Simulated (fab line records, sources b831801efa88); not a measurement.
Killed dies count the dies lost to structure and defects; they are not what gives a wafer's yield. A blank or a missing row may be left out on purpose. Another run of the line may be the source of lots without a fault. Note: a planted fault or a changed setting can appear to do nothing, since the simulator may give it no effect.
Struck lot and sound lot, side by side | flow sky130 | 2 out of 708 route steps
Sound: wafers L734.1, L734.3, L734.6. Wafers struck: L732.3, L732.4, L732.6. Last of all comes the cause.
At each step with rows: each side's tool, then ch and its chambers, then its first start. Under that, the readings that differ: sound wafers | struck wafers | difference of the means | sigmas: that difference in standard deviations of wafers without a fault.
alike: same words and numbers on both sides, and readings whose means sit less than 2 such deviations apart. not compared: any withheld reading, any reading some wafer has no value for, any bound like >300 that may hide the same value, and any number with overlapping values for which the record gives no deviation.
A row with sigmas, a row that says differs or no value, or rows on one side alone: a step with any of these is where the two part. When numbers do not overlap yet have no deviation, they are printed without sigmas and do not part them. Lack of a reading on every wafer of one side parts them only where that side has two or more wafers.

SKY_FIELD_ISO_BOW_MEAS_00:
  sound on film_metro-01, day 5 04:00; struck on film_metro-02, day 4 18:02
  alike: INCOMING_BOW
SKY_FIELD_ISO_OXIDATION_01: stabilise 600 s, purge 300 s, target thk 12 nm.
  struck on furnace-01, day 4 18:28; sound on furnace-02 ch 0, day 5 06:05
  no value came back on the struck wafers for ox_temp_c (C), ox_temp_c_max, spike_tc_centre_C (C); on the sound wafers ox_temp_c (C) reads 899.6 900.4 900.6

## WHERE THEY PART
Only at SKY_FIELD_ISO_OXIDATION_01, as far as this record shows.

WHY: what had been put in by the simulator
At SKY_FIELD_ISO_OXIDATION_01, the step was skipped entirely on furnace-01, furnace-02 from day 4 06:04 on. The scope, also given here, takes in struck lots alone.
